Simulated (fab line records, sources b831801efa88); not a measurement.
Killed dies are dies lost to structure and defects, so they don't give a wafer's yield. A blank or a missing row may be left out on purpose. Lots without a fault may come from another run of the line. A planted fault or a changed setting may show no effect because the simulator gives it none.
Which tool did it? | flow sky130 | 11 lots, 33 wafers sampled, at 5 steps of a route of 708

WHAT THE GAUGES READ, wafer by wafer
SKY_POLY_GATE_THK_MEAS_21. Usual: POLY_GATE_OXIDATION_THK 3.99 nm, standard deviation 0.083.
lot  | measured     | on            | POLY_GATE_OXIDATION_THK (nm) | flag
L404 | day 16 14:35 | film_metro-04 | 3.91 3.84 3.96               |
L406 | day 17 13:53 | film_metro-02 | 1.90 1.83 1.83               | OFF
L407 | day 17 23:28 | film_metro-04 | 1.99 1.90 1.96               | OFF
L416 | day 21 05:35 | film_metro-03 | 3.97 4.01 4.05               |
L418 | day 22 04:43 | film_metro-04 | 4.15 3.99 4.09               |
L419 | day 22 07:07 | film_metro-04 | 3.93 3.97 3.89               |
L421 | day 22 17:52 | film_metro-03 | 3.97 4.01 4.01               |
L422 | day 23 09:10 | film_metro-03 | 4.08 3.86 3.99               |
L423 | day 23 20:55 | film_metro-02 | 4.11 4.16 4.07               |
L424 | day 24 02:20 | film_metro-04 | 4.17 4.15 4.10               |
L425 | day 24 13:56 | film_metro-03 | 3.92 3.92 3.92               |

SKY_LDD_P_OVL_MEAS_08. Usual: LDD_P_OVL 0.1 nm, standard deviation 1.8.
lot  | measured     | on         | LDD_P_OVL (nm) | flag
L404 | day 19 03:14 | overlay-02 | -1.8 -0.9 -1.6 |
L406 | day 20 05:20 | overlay-02 | -1.1 -1.1 -2.6 |
L407 | day 20 14:14 | overlay-01 | 0.1 5.1 2.3    |
L416 | day 23 19:29 | overlay-02 | -3.1 -2.0 -2.7 |
L418 | day 24 16:35 | overlay-02 | -1.8 -0.7 -0.1 |
L419 | day 24 19:05 | overlay-01 | 0.3 1.6 0.4    |
L421 | day 25 05:41 | overlay-02 | -1.5 -0.2 0.4  |
L422 | day 25 21:05 | overlay-02 | -0.1 1.5 -0.3  |
L423 | day 26 08:14 | overlay-02 | 0.3 -0.8 1.0   |
L424 | day 26 13:36 | overlay-02 | -0.2 0.5 0.2   |
L425 | day 27 00:45 | overlay-01 | 1.1 -2.1 -0.3  |

SKY_SD_P_TW_MEAS_11. Usual: SD_P_TW 2833, standard deviation 21.
lot  | measured     | on            | SD_P_TW        | flag
L404 | day 25 12:26 | film_metro-02 | 2859 2847 2845 |
L406 | day 26 12:08 | film_metro-02 | 2851 2853 2855 |
L407 | day 26 19:47 | film_metro-03 | 2813 2835 2845 |
L416 | day 29 21:17 | film_metro-04 | 2830 2833 2835 |
L418 | day 30 19:22 | film_metro-02 | 2842 2859 2855 |
L419 | day 30 23:01 | film_metro-04 | 2822 2827 2825 |
L421 | day 31 07:56 | film_metro-04 | 2843 2848 2854 |
L422 | day 31 21:17 | film_metro-04 | 2837 2850 2825 |
L423 | day 32 07:25 | film_metro-03 | 2792 2807 2805 |
L424 | day 32 14:05 | film_metro-02 | 2836 2833 2827 |
L425 | day 33 00:50 | film_metro-02 | 2856 2866 2864 |

WHICH TOOL RAN EACH LOT (tool, then ch and the chambers of the sampled wafers, then the start)
lot  | SKY_POLY_GATE_ETCH_15              | SKY_POLY_GATE_OXIDATION_20
L404 | rie_diel-02 ch 0,1, day 16 12:22   | furnace-02 ch 0, day 16 13:19
L406 | rie_diel-03 ch 0,1,3, day 17 11:04 | furnace-02 ch 0, day 17 12:38
L407 | rie_diel-02 ch 2,3, day 17 20:56   | furnace-02 ch 0, day 17 22:12
L416 | rie_diel-01 ch 0,2,3, day 21 03:53 | furnace-01 ch 0, day 21 04:19
L418 | rie_diel-01 ch 1,2, day 22 02:35   | furnace-02 ch 0, day 22 03:27
L419 | rie_diel-03 ch 1,2, day 22 05:29   | furnace-02 ch 0, day 22 05:52
L421 | rie_diel-01 ch 0,1, day 22 16:13   | furnace-02 ch 0, day 22 16:37
L422 | rie_diel-01 ch 0,2,3, day 23 07:31 | furnace-02 ch 0, day 23 07:55
L423 | rie_diel-01 ch 1,2, day 23 19:13   | furnace-02 ch 0, day 23 19:40
L424 | rie_diel-03 ch 2,3, day 24 00:40   | furnace-01 ch 0, day 24 01:04
L425 | rie_diel-01 ch 0,1,3, day 24 12:13 | furnace-02 ch 0, day 24 12:40
- SKY_POLY_GATE_ETCH_15: etches BARC in N2/H2, stops on SiO2, time 118.5 s, target depth 110 nm.
- SKY_POLY_GATE_OXIDATION_20: stabilise 600 s, purge 300 s, target thk 4 nm.

WHAT THE TOOLS THEMSELVES READ (means of the sampled wafers that have a number; where no wafer has one, the mark that the record gives instead)
SKY_POLY_GATE_ETCH_15. Usual: drypump_motor_current_A 5.7 A, standard deviation 0.34; oes_product_au 0.712 a.u., standard deviation 0.0046; throttle_valve_pct 13.212 %, standard deviation 0.0094.
lot  | tool        | drypump_motor_current_A (A) | oes_product_au (a.u.) | throttle_valve_pct (%) | flag
L404 | rie_diel-02 | 5.2                         | 0.710                 | 13.207                 |
L406 | rie_diel-03 | 6.0                         | 0.709                 | 13.220                 |
L407 | rie_diel-02 | 5.6                         | 0.715                 | 13.210                 |
L416 | rie_diel-01 | 5.7                         | 0.709                 | 13.217                 |
L418 | rie_diel-01 | 5.5                         | 0.713                 | 13.211                 |
L419 | rie_diel-03 | 5.8                         | 0.715                 | 13.203                 |
L421 | rie_diel-01 | 5.7                         | 0.712                 | 13.210                 |
L422 | rie_diel-01 | 5.7                         | 0.710                 | 13.212                 |
L423 | rie_diel-01 | 5.5                         | 0.712                 | 13.215                 |
L424 | rie_diel-03 | 5.8                         | 0.710                 | 13.219                 |
L425 | rie_diel-01 | 5.8                         | 0.711                 | 13.218                 |

SKY_POLY_GATE_OXIDATION_20. Usual: spike_tc_bottom_C 865 C, standard deviation 3.5; spike_tc_centre_C 849.7 C, standard deviation 0.97; spike_tc_lower_C 851.2 C, standard deviation 1; spike_tc_top_C 860.9 C, standard deviation 1.6; spike_tc_upper_C 850.6 C, standard deviation 1.1; tube_center_temp_C 850 C, standard deviation 0.08; tube_center_temp_C_max 852.2, standard deviation 0.34; zone_power_bottom_pct 22.1 %, standard deviation 0.83; zone_power_centre_pct 16.3 %, standard deviation 1.2; zone_power_lower_pct 15.2 %, standard deviation 0.32; zone_power_top_pct 31.8 %, standard deviation 2.7; zone_power_upper_pct 17.50 %, standard deviation 0.27.
lot  | tool       | spike_tc_bottom_C (C) | spike_tc_centre_C (C) | spike_tc_lower_C (C) | spike_tc_top_C (C) | spike_tc_upper_C (C) | tube_center_temp_C (C) | tube_center_temp_C_max | zone_power_bottom_pct (%) | zone_power_centre_pct (%) | zone_power_lower_pct (%) | zone_power_top_pct (%) | zone_power_upper_pct (%) | flag
L404 | furnace-02 | 863                   | 849.9                 | 850.1                | 859.7              | 850.4                | 850                    | 851.9                  | 21.5                      | 15.4                      | 15.4                     | 33.6                   | 17.29                    |
L406 | furnace-02 | 813                   | 800.0                 | 800.5                | 810.7              | 800.1                | 799                    | 801.7                  | 18.8                      | 13.6                      | 13.6                     | 30.4                   | 15.27                    | OFF
L407 | furnace-02 | 813                   | 799.2                 | 800.2                | 811.6              | 799.7                | 799                    | 801.9                  | 19.1                      | 13.6                      | 13.5                     | 30.6                   | 15.19                    | OFF
L416 | furnace-01 | 870                   | 849.9                 | 851.8                | 862.8              | 851.5                | 850                    | 852.2                  | 23.4                      | 18.3                      | 14.7                     | 27.7                   | 17.77                    |
L418 | furnace-02 | 863                   | 848.1                 | 850.1                | 860.2              | 851.3                | 850                    | 852.4                  | 21.4                      | 15.3                      | 15.3                     | 33.5                   | 17.23                    |
L419 | furnace-02 | 864                   | 849.5                 | 850.9                | 860.2              | 851.2                | 850                    | 852.2                  | 21.4                      | 15.5                      | 15.4                     | 33.4                   | 17.39                    |
L421 | furnace-02 | 862                   | 848.7                 | 850.3                | 859.5              | 850.7                | 850                    | 852.1                  | 21.6                      | 15.4                      | 15.4                     | 33.5                   | 17.29                    |
L422 | furnace-02 | 863                   | 849.7                 | 850.6                | 860.1              | 849.7                | 850                    | 852.1                  | 21.7                      | 15.6                      | 15.2                     | 33.6                   | 17.30                    |
L423 | furnace-02 | 862                   | 850.2                 | 850.6                | 859.9              | 851.0                | 850                    | 852.2                  | 21.5                      | 15.6                      | 15.4                     | 33.3                   | 17.33                    |
L424 | furnace-01 | 870                   | 850.0                 | 852.2                | 862.7              | 851.4                | 850                    | 852.0                  | 23.4                      | 18.0                      | 14.8                     | 27.5                   | 17.81                    |
L425 | furnace-02 | 863                   | 849.5                 | 851.9                | 860.7              | 850.8                | 850                    | 852.5                  | 21.5                      | 15.4                      | 15.5                     | 33.7                   | 17.38                    |

THE ANSWER, worked out from the rows above alone
Rule: a lot is off if the mean of its wafers that have a number lies more than 3 standard deviations from the usual mean. A lot without any number at a reading at which 4 lots or more have one is off too. The other lots that the step has rows for count as sound. The gauges are gone through in route order, then the tools' own readings, and for those a lot's mean is taken as printed above. The first step at which some lot is off is used, and at that step the reading that is off furthest; a lot without a number counts as furthest.
Off: L406, L407, at SKY_POLY_GATE_THK_MEAS_21 (POLY_GATE_OXIDATION_THK).
A tool fits if, at a process step before that reading, it ran every lot that is off, and no sound lot after the first of them. The gauges at SKY_POLY_GATE_THK_MEAS_21 aren't tried: what is off there is off at SKY_POLY_GATE_OXIDATION_20 too, on other tools, and a gauge's error can't cause that. None of those tried fits.

WHAT THE SIMULATOR HAD PUT IN
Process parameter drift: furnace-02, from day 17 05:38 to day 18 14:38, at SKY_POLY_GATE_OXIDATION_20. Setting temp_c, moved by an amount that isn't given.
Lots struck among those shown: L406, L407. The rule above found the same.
